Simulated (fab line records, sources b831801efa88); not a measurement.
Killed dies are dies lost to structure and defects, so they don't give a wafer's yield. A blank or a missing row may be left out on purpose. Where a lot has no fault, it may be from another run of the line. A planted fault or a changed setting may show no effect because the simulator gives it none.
fab line records | flow sky130
record lots=6 wafers=18 last-day=49
route steps=708 shown VIA2@527 METAL3@532 CAPM@537
lots with no fault: from the same line, run without faults
start-h: hours from the record's opening day to when the first of the lot's shown wafers began | wait-h: how many hours have passed since the lot's step before this one | " identical to the entry in the row above | L1.1+2: several wafers, shown together as one row | - no value present, or no start provided | * or withheld: withheld | < > ~ a bound
route shown NAME@n: a module of which the file shows steps, and the number in the route of the first | usual: mean and standard deviation over wafers with no fault | same: alike in all rows | chamber/n: place in a boat | sites: the reading at each site | _std_site: the values' standard deviation | _edge_site: mean of outer sites minus mean of inner sites | radius-mm: for every site, how far away it sits from the centre of the wafer | mask NAME#n: copy n | behind: tool/chamber where the wafer was last shaped | hold: why the lot was held/for how many hours/how that ended | device: names the non-switching transistor (n, p or np) | end of line: the same wafers' tests at the end of the route | a step without rows: its recipe alone | killed: the dies lost at the first sort to structure and to defects; this is not the yield of the wafer | map: a wafer's dies, x killed, . not, _ none there
set.NAME: the run value of the setting; set.NAME@STEP: its run value at that earlier step | model.NAME: the simulator's own value behind a step, which no gauge read
a table for each step, a row for each wafer; lots at some steps of the route
services: a tool's chamber out of use, with start hour (start-h, from the record's first day; less than 0 if before it), hours out, and reason
## steps
# step SKY_VIA2_SPUTTER_20
# recipe material=TiN target-thk-nm=20 chamber-pressure-pa=5 power-w=4000 time-s=80
# usual throttle-valve-pct=30.1/1.3
# columns lot.wafer tool chamber start-h wait-h throttle-valve-pct
L479.4 pvd-sputter-02 - 871.19 0.0 28.3
L479.5 " - " " 28.5
L479.6 " - " " 31.3
L482.1 pvd-sputter-01 - 887.11 0.0 32.0
L482.2 " - " " 28.5
L482.4 " - " " 29.9
L487.1 pvd-sputter-03 - 925.81 0.0 32.1
L487.2 " - " " 28.6
L487.3 " - " " 31.6
L488.4 pvd-sputter-01 - 934.68 0.0 28.2
L488.5 " - " " 28.2
L488.6 " - " " 32.2
L492.1 pvd-sputter-02 - 953.96 0.0 30.9
L492.5 " - " " 30.9
L492.6 " - " " 30.3
L495.1 pvd-sputter-01 - 979.61 0.0 30.1
L495.3 " - " " 32.4
L495.4 " - " " 29.6
# step SKY_VIA2_CVD_21
# recipe material=W target-thk-nm=420 time-s=126.4 temp-c=400 pressure-torr=40
# step SKY_VIA2_RS_MEAS_22
# recipe thk-meas-gauge=four-point-probe reads=W_of_VIA2_CVD_21+TiN_of_VIA2_SPUTTER_20
# usual VIA2_W_RS=0.273/0.0035
# columns lot.wafer tool chamber start-h wait-h VIA2_W_RS[ohm/sq]
L479.4 film-metro-02 - 871.44 0.1 0.273
L479.5 " - " " 0.282
L479.6 " - " " 0.275
L482.1 film-metro-02 - 887.30 0.1 0.277
L482.2 " - " " 0.275
L482.4 " - " " 0.277
L487.1 film-metro-02 - 926.01 0.1 0.270
L487.2 " - " " 0.268
L487.3 " - " " 0.270
L488.4 film-metro-02 - 934.94 0.1 0.273
L488.5 " - " " 0.267
L488.6 " - " " 0.269
L492.1 film-metro-04 - 954.15 0.1 0.277
L492.5 " - " " 0.278
L492.6 " - " " 0.278
L495.1 film-metro-02 - 979.81 0.1 0.272
L495.3 " - " " 0.272
L495.4 " - " " 0.273
# step SKY_VIA2_THK_MEAS_23
# recipe thk-meas-gauge=xrf reads=W_of_VIA2_CVD_21
# usual VIA2_W_THK=406/5.7
# columns lot.wafer tool chamber start-h wait-h VIA2_W_THK[nm]
L479.4 film-metro-02 - 871.53 0.1 402
L479.5 " - " " 392
L479.6 " - " " 400
L482.1 film-metro-02 - 887.42 0.1 399
L482.2 " - " " 403
L482.4 " - " " 397
L487.1 film-metro-02 - 926.13 0.1 406
L487.2 " - " " 411
L487.3 " - " " 405
L488.4 film-metro-02 - 935.03 0.1 398
L488.5 " - " " 408
L488.6 " - " " 407
L492.1 film-metro-04 - 954.27 0.1 401
L492.5 " - " " 403
L492.6 " - " " 405
L495.1 film-metro-02 - 979.93 0.1 407
L495.3 " - " " 406
L495.4 " - " " 403
# step SKY_VIA2_CMP_24
# recipe stop-on=SiO2 t-overpolish-s=18.53 down-force-psi=3.5 platen-rpm=60 target-thk-nm=0 pad-velocity-m-s=0.94248
# step SKY_METAL3_SPUTTER_00
# recipe material=Ti target-thk-nm=15 power-w=3000 time-s=10 chamber-pressure-pa=0.4
# usual throttle-valve-pct=30.2/1.2
# columns lot.wafer tool chamber start-h wait-h throttle-valve-pct
L479.4 pvd-sputter-03 - 871.86 0.2 31.9
L479.5 " - " " 31.9
L479.6 " - " " 31.6
L482.1 pvd-sputter-03 - 887.78 0.2 29.0
L482.2 " - " " 28.8
L482.4 " - " " 31.9
L487.1 pvd-sputter-02 - 926.59 0.1 31.0
L487.2 " - " " 29.7
L487.3 " - " " 28.6
L488.4 pvd-sputter-03 - 935.36 0.2 29.2
L488.5 " - " " 31.6
L488.6 " - " " 29.2
L492.1 pvd-sputter-03 - 954.63 0.2 28.3
L492.5 " - " " 28.9
L492.6 " - " " 31.5
L495.1 pvd-sputter-03 - 980.29 0.2 28.8
L495.3 " - " " 29.3
L495.4 " - " " 32.0
# step SKY_METAL3_SPUTTER_01
# recipe material=TiN target-thk-nm=20 power-w=6500 time-s=16.7 chamber-pressure-pa=0.4
# usual throttle-valve-pct=30.2/1.2
# columns lot.wafer tool chamber start-h wait-h throttle-valve-pct
L479.4 pvd-sputter-03 - 871.88 0.0 32.0
L479.5 " - " " 31.8
L479.6 " - " " 31.7
L482.1 pvd-sputter-03 - 887.80 0.0 29.1
L482.2 " - " " 28.8
L482.4 " - " " 32.0
L487.1 pvd-sputter-02 - 926.61 0.0 30.9
L487.2 " - " " 29.8
L487.3 " - " " 28.7
L488.4 pvd-sputter-03 - 935.38 0.0 28.9
L488.5 " - " " 31.3
L488.6 " - " " 28.8
L492.1 pvd-sputter-03 - 954.66 0.0 28.8
L492.5 " - " " 28.8
L492.6 " - " " 31.5
L495.1 pvd-sputter-03 - 980.31 0.0 28.9
L495.3 " - " " 29.2
L495.4 " - " " 31.8
# step SKY_METAL3_SPUTTER_02
# recipe material=AlCu target-thk-nm=735 power-w=10600 time-s=39.1 chamber-pressure-pa=0.4
# step SKY_METAL3_SPUTTER_03
# recipe material=Ti target-thk-nm=5 power-w=3000 time-s=3.3 chamber-pressure-pa=0.4
# step SKY_METAL3_SPUTTER_04
# recipe material=TiN target-thk-nm=70 power-w=6500 time-s=58.3 chamber-pressure-pa=0.4
# usual throttle-valve-pct=30.2/1.2
# columns lot.wafer tool chamber start-h wait-h throttle-valve-pct
L479.4 pvd-sputter-03 - 871.97 0.0 32.2
L479.5 " - " " 31.9
L479.6 " - " " 31.6
L482.1 pvd-sputter-03 - 887.89 0.0 28.9
L482.2 " - " " 28.8
L482.4 " - " " 31.8
L487.1 pvd-sputter-02 - 926.70 0.0 30.8
L487.2 " - " " 30.0
L487.3 " - " " 28.9
L488.4 pvd-sputter-03 - 935.46 0.0 28.8
L488.5 " - " " 31.7
L488.6 " - " " 28.6
L492.1 pvd-sputter-03 - 954.74 0.0 28.9
L492.5 " - " " 28.9
L492.6 " - " " 31.9
L495.1 pvd-sputter-03 - 980.40 0.0 28.7
L495.3 " - " " 28.6
L495.4 " - " " 31.9
# step SKY_CAPM_CVD_00
# recipe material=SiO2 target-thk-nm=15.5 temp-c=400 time-s=withheld rf-w=450
# step SKY_CAPM_THK_MEAS_01
# recipe reads=SiO2_of_CAPM_CVD_00
# usual CAPM_CVD_00_THK=15.57/0.29
# columns lot.wafer tool chamber start-h wait-h CAPM_CVD_00_THK[nm]
L479.4 film-metro-02 - 872.07 - 15.95
L479.5 " - " " 15.62
L479.6 " - " " 15.96
L482.1 film-metro-01 - 887.96 - 15.01
L482.2 " - " " 15.03
L482.4 " - " " 15.10
L487.1 film-metro-02 - 926.77 - 15.60
L487.2 " - " " 15.43
L487.3 " - " " 15.52
L488.4 film-metro-02 - 935.56 - 16.02
L488.5 " - " " 15.75
L488.6 " - " " 16.33
L492.1 film-metro-02 - 954.82 - 15.68
L492.5 " - " " 16.18
L492.6 " - " " 16.01
L495.1 film-metro-03 - 980.47 - 15.86
L495.3 " - " " 15.68
L495.4 " - " " 15.79
# step SKY_CAPM_SPUTTER_02
# recipe material=TiN target-thk-nm=200 temp-c=300 power-w=6500 time-s=166.7 chamber-pressure-pa=0.4
# usual throttle-valve-pct=30.1/1.1
# columns lot.wafer tool chamber start-h wait-h throttle-valve-pct
L479.4 pvd-sputter-02 - 872.10 0.0 31.2
L479.5 " - " " 28.6
L479.6 " - " " 31.1
L482.1 pvd-sputter-01 - 888.02 0.1 28.7
L482.2 " - " " 29.5
L482.4 " - " " 30.0
L487.1 pvd-sputter-04 - 926.83 0.1 30.9
L487.2 " - " " 29.9
L487.3 " - " " 30.9
L488.4 pvd-sputter-01 - 935.59 0.0 29.5
L488.5 " - " " 28.2
L488.6 " - " " 30.2
L492.1 pvd-sputter-01 - 954.88 0.1 31.8
L492.5 " - " " 30.0
L492.6 " - " " 28.4
L495.1 pvd-sputter-02 - 980.53 0.1 29.8
L495.3 " - " " 30.9
L495.4 " - " " 31.1
# step SKY_CAPM_RS_MEAS_03
# recipe thk-meas-gauge=four-point-probe reads=TiN_of_CAPM_SPUTTER_02
# usual CAPM_TIN_RS=6.95/0.084
# columns lot.wafer tool chamber start-h wait-h CAPM_TIN_RS[ohm/sq]
L479.4 film-metro-01 - 872.27 0.1 6.98
L479.5 " - " " 6.86
L479.6 " - " " 6.87
L482.1 film-metro-03 - 888.13 0.1 7.01
L482.2 " - " " 7.05
L482.4 " - " " 6.91
L487.1 film-metro-01 - 926.94 0.1 6.88
L487.2 " - " " 7.00
L487.3 " - " " 7.06
L488.4 film-metro-01 - 935.76 0.1 6.99
L488.5 " - " " 10.57
L488.6 " - " " 6.92
L492.1 film-metro-01 - 954.99 0.1 6.87
L492.5 " - " " 6.92
L492.6 " - " " 10.61
L495.1 film-metro-01 - 980.64 0.1 6.91
L495.3 " - " " 6.96
L495.4 " - " " 6.85
# step SKY_CAPM_THK_MEAS_04
# recipe thk-meas-gauge=xrf reads=TiN_of_CAPM_SPUTTER_02
# usual CAPM_TIN_THK=197.0/2.6
# columns lot.wafer tool chamber start-h wait-h CAPM_TIN_THK[nm]
L479.4 film-metro-01 - 872.36 0.1 195.5
L479.5 " - " " 198.0
L479.6 " - " " 198.3
L482.1 film-metro-03 - 888.25 0.1 195.9
L482.2 " - " " 195.4
L482.4 " - " " 199.5
L487.1 film-metro-01 - 927.06 0.1 198.3
L487.2 " - " " 194.3
L487.3 " - " " 193.9
L488.4 film-metro-01 - 935.85 0.1 195.1
L488.5 " - " " 150.0
L488.6 " - " " 197.1
L492.1 film-metro-01 - 955.11 0.1 199.8
L492.5 " - " " 197.4
L492.6 " - " " 149.4
L495.1 film-metro-01 - 980.76 0.1 197.9
L495.3 " - " " 194.7
L495.4 " - " " 199.4
# step SKY_CAPM_DEHYDRATE_05
# recipe temp-c=200 time-s=60
# step SKY_CAPM_HMDS_06
# recipe prime-time-s=60 prime-temp-c=120
# step SKY_CAPM_COAT_07
# recipe resist=NOVOLAK spin-rpm=3000 resist-thk-nm=1140
# step SKY_CAPM_SOFTBAKE_08
# recipe temp-c=90 time-s=60 resist=NOVOLAK
# step SKY_CAPM_EXPOSE_09
# recipe mask-id=CAPM na=0.6 source-shape=conventional sigma-outer=0.6 polarization=unpolarized target-cd-nm=1000 dose-mj=159
# step SKY_CAPM_PEB_10
# recipe temp-c=withheld time-s=* resist=NOVOLAK
# step SKY_CAPM_DEVELOP_11
# recipe resist=NOVOLAK developer=TMAH develop-time-s=60 dev-temp-c=23
# step SKY_CAPM_OVL_MEAS_12
# usual CAPM_OVL=1.1/1.6
# columns lot.wafer tool chamber start-h wait-h CAPM_OVL[nm]
L479.4 overlay-01 - 896.86 0.1 1.6
L479.5 " - " " 2.6
L479.6 " - " " 2.8
L482.1 overlay-01 - 913.31 0.1 0.9
L482.2 " - " " 0.5
L482.4 " - " " 0.9
L487.1 overlay-02 - 951.36 0.1 2.7
L487.2 " - " " 2.8
L487.3 " - " " 4.3
L488.4 overlay-02 - 959.78 0.1 0.8
L488.5 " - " " 1.8
L488.6 " - " " 0.5
L492.1 overlay-02 - 978.71 0.1 3.2
L492.5 " - " " 1.1
L492.6 " - " " 0.4
L495.1 overlay-01 - 1004.31 0.1 -1.3
L495.3 " - " " -1.7
L495.4 " - " " -0.9
# step SKY_CAPM_METAL_ETCH_13
# recipe target-depth-nm=220 stop-on=SiO2 chemistry=Cl2/BCl3 target=TiN pressure-mtorr=10 icp-w=900 bias-w=48.5 Cl2_flow_sccm=60 bcl3-flow-sccm=30 time-s=62.9
# usual chamber-pressure-mTorr=9.999/0.011 drypump-motor-current-A=5.2/0.39 oes-product-au=0.937/0.0083 throttle-valve-pct=21.904/0.0094
# columns lot.wafer tool chamber start-h wait-h chamber-pressure-mTorr drypump-motor-current-A oes-product-au rf-hours-counter-h throttle-valve-pct
L479.4 rie-metal-04 1 896.91 0.0 9.990 5.2 0.931 - 21.899
L479.5 " 0 " " 10.000 4.7 0.947 - 21.900
L479.6 " 1 " " 9.993 5.2 0.937 - 21.886
L482.1 rie-metal-01 0 913.34 0.0 10.001 5.0 0.932 10 21.894
L482.2 " 1 " " 10.010 5.7 0.921 12 21.911
L482.4 " 0 " " 9.981 5.0 0.936 - 21.912
L487.1 rie-metal-01 0 951.39 0.0 10.005 5.0 0.941 11 21.899
L487.2 " 1 " " 10.007 5.7 0.931 13 21.904
L487.3 " 1 " " 10.008 5.7 0.933 - 21.907
L488.4 rie-metal-01 1 959.82 0.0 10.005 5.6 0.932 - 21.904
L488.5 " 0 " " 9.995 5.0 0.803 - 22.004
L488.6 " 1 " " 9.990 5.7 0.937 - 21.885
L492.1 rie-metal-04 1 978.74 0.0 10.004 5.2 0.941 16 21.904
L492.5 " 0 " " 9.996 4.7 0.943 - 21.896
L492.6 " 1 " " 9.991 5.2 0.806 - 21.980
L495.1 rie-metal-01 0 1004.34 0.0 10.008 5.0 0.943 14 21.905
L495.3 " 0 " " 9.988 5.0 0.938 - 21.904
L495.4 " 1 " " 10.008 5.7 0.940 - 21.893
# step SKY_CAPM_STRIP_14
# recipe chemistry=O2/N2 power-w=1400 pressure-mtorr=1500 platen-temp-c=withheld o2-flow-sccm=3000 n2-flow-sccm=300 overash-fraction=0.5
# usual chamber-pressure-mTorr=1500.0/1.3 drypump-motor-current-A=6.0/0.54 oes-product-au=0.711/0.0045 strip-time-to-endpoint-s=12.64/0.053
# columns lot.wafer tool chamber start-h wait-h chamber-pressure-mTorr drypump-motor-current-A oes-product-au rf-hours-counter-h strip-time-to-endpoint-s
L479.4 plasma-asher-02 1 896.99 0.1 1499.2 5.0 0.714 - 12.61
L479.5 " 1 " " 1501.1 5.0 0.712 - 12.61
L479.6 " 0 " " 1500.3 6.0 0.707 - 12.59
L482.1 plasma-asher-01 1 913.42 0.1 1501.8 6.7 0.706 16 12.59
L482.2 " 0 " " 1501.5 5.6 0.715 16 12.63
L482.4 " 1 " " 1500.0 6.7 0.704 - 12.66
L487.1 plasma-asher-02 1 951.47 0.1 1498.5 5.0 0.711 54 12.56
L487.2 " 0 " " 1499.9 6.0 0.713 54 12.53
L487.3 " 0 " " 1502.6 6.0 0.711 - 12.50
L488.4 plasma-asher-01 0 959.91 0.1 1498.5 5.6 0.708 - 12.51
L488.5 " 0 " " 1501.3 5.6 0.714 - 12.57
L488.6 " 1 " " 1499.0 6.7 0.716 - 12.53
L492.1 plasma-asher-01 0 978.82 0.1 1499.9 5.6 0.713 23 12.69
L492.5 " 0 " " 1499.3 5.6 0.711 - 12.70
L492.6 " 1 " " 1496.3 6.7 0.711 - 12.66
L495.1 plasma-asher-01 1 1004.42 0.1 1501.4 6.7 0.706 25 12.65
L495.3 " 1 " " 1499.4 6.7 0.709 - 12.68
L495.4 " 0 " " 1499.8 5.6 0.703 - 12.59
## services
# columns tool chamber start-h hours kind
plasma-asher-02 - 848.60 0.9 repair
rie-metal-01 1 868.39 1.6 repair
pvd-sputter-03 0 872.01 - consumable-replace:kit
pvd-sputter-03 0 872.01 18.0 scheduled-down
pvd-sputter-03 0 872.01 18.0 vent-cycle
pvd-sputter-04 - 879.10 2.1 repair
pvd-sputter-04 3 883.22 - consumable-replace:kit
pvd-sputter-04 3 883.22 18.0 scheduled-down
pvd-sputter-04 3 883.22 18.0 vent-cycle
pvd-sputter-01 - 924.37 6.0 repair
pvd-sputter-02 - 931.45 1.9 repair
pvd-sputter-01 - 941.47 0.8 repair
pvd-sputter-02 - 966.21 5.3 repair
plasma-asher-01 - 980.87 0.3 repair
pvd-sputter-02 1 999.98 - consumable-replace:kit
pvd-sputter-02 1 999.98 18.0 scheduled-down
pvd-sputter-02 1 999.98 18.0 vent-cycle
pvd-sputter-02 - 1003.37 0.8 repair
## key
first-sign step=SKY_CAPM_RS_MEAS_03 reading=CAPM_TIN_RS direction=up sigmas=43 usual=6.95 struck=10.59
effect step=SKY_CAPM_THK_MEAS_04 reading=CAPM_TIN_THK direction=down sigmas=19 usual=197.0 struck=149.7
effect step=SKY_CAPM_METAL_ETCH_13 reading=oes-product-au direction=down sigmas=16 usual=0.937 struck=0.805
met-at SKY_CAPM_SPUTTER_02
struck-wafers L488.5,L492.6
sort-left-out L492.6
onset-between 888.02 935.59
fault kind=site-profile-drift tool=pvd-sputter-01 chamber=- onset-h=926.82 steps=SKY_CAPM_SPUTTER_02 basis=fraction max-abs-drift=0.515 slope-share-per-hr=114.44 site-pattern=0,0,0,0,0,-1,-1,-1,-1 scope=struck-wafers-only
# sort-left-out: the simulated sort isn't trusted on such a fault, so these wafers' sort isn't shown, and their yield isn't known
